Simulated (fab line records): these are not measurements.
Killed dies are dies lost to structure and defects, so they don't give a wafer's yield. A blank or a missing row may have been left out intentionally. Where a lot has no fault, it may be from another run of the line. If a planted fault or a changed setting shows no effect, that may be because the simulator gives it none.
The same fault as seen by 2 desks | flow sfq-line | every desk sees just its own numbers, and what lay behind them comes last

== THE METROLOGY DESK ==
Means of the sampled wafers that have a number, per lot and without regard to the tool the lot ran on: this is what the gauges read. Marked OUT: a lot whose mean sits more than 4 standard deviations from the usual mean, which makes it out of limits; the brackets give that distance.
Columns: A = L0_MONX_KI_RS at SFQ_L0_RS_MEAS_901, usual 43.2 ohm/sq; B = L0_MONX_KI_THK at SFQ_L0_THK_MEAS_902, usual 39.6 nm; C = L0V_OVL at SFQ_L0V_OVL_MEAS_903, usual 0 nm; D = I7_BOW at SFQ_I7_BOW_MEAS_946, usual 8 um
lot  | first seen here | A              | B              | C  | D
L416 | day 1 12:34     | 43.2           | 39.7           | -1 | -5
L417 | day 1 17:34     | 43.1           | 39.4           | -0 | 1
L418 | day 1 22:36     | 42.5           | 40.2           | -9 | 9
L421 | day 2 13:34     | 43.9           | 39.0           | -5 | 25
L422 | day 2 18:35     | 42.9           | 39.9           | -0 | 13
L424 | day 3 04:34     | 43.1           | 39.6           | -5 | 6
L425 | day 3 09:35     | 42.9           | 40.0           | -1 | 6
L426 | day 3 14:34     | 43.5           | 39.2           | 2  | -5
L427 | day 3 19:35     | 42.7           | 40.0           | 6  | 19
L429 | day 4 05:34     | 70.3 (+41) OUT | 26.7 (-21) OUT | 3  | 5
L434 | day 5 06:34     | 64.3 (+32) OUT | 29.5 (-16) OUT | 10 | 24
L436 | day 5 16:35     | 81.8 (+58) OUT | 20.9 (-31) OUT | -6 | 13
L437 | day 5 21:35     | 44.9           | 38.0           | -1 | -0
L438 | day 6 02:34     | 42.2           | 40.4           | -7 | -8
L439 | day 6 07:34     | 43.6           | 39.1           | 1  | 3
Finding of this desk: L429, L434, L436 out of limits, first seen on L429 at day 4 05:34 (L0_MONX_KI_RS at SFQ_L0_RS_MEAS_901). In limits: L416, L417, L418, L421, L422, L424, L425, L426, L427, L437, L438, L439.

== FOR THE TOOL OWNER'S DESK: pvd-sputter-03 ==
The tool's own readings at SFQ_TRILAYER_L0_DEP_SPUTTER_003 (material MoNx KI, target thk 40 nm, time 100 s): means of the sampled wafers that have a number, for each lot that ran on this tool. Marked OUT: a lot whose mean sits more than 4 standard deviations from the usual mean, which makes it out of limits; the brackets give that distance.
Columns: A = cathode-dc-power-W at SFQ_TRILAYER_L0_DEP_SPUTTER_003, usual 800.00 W; B = throttle-valve-pct at SFQ_TRILAYER_L0_DEP_SPUTTER_003, usual 29.1 %
lot  | first seen here | A      | B
L418 | day 1 22:29     | 800.17 | 30.3
L424 | day 3 04:29     | 800.04 | 30.7
L426 | day 3 14:29     | 800.05 | 30.6
L427 | day 3 19:29     | 799.97 | 29.9
L429 | day 4 05:29     | 800.06 | 30.5
L434 | day 5 06:29     | 800.06 | 30.4
L436 | day 5 16:29     | 800.17 | 29.9
Result from this desk: across the 7 lots, nothing is out of limits.

== ALL TOGETHER ==
The metrology desk could have raised an alarm at day 4 05:34, on L429, L434, L436.
Nothing out of limits was seen by the tool owner's desk.
On record at the tool owner's desk: L429, L434, L436, within its limits.
On pvd-sputter-03, each named lot ran SFQ_TRILAYER_L0_DEP_SPUTTER_003.

== WHAT HAD BEEN PUT IN BY THE SIMULATOR ==
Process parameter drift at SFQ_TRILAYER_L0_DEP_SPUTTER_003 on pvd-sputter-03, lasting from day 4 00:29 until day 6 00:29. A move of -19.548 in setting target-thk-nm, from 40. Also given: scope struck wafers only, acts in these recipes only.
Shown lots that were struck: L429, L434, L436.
Time in hours between the start of the fault and the first out-of-limits reading at each desk: metrology desk, 5.
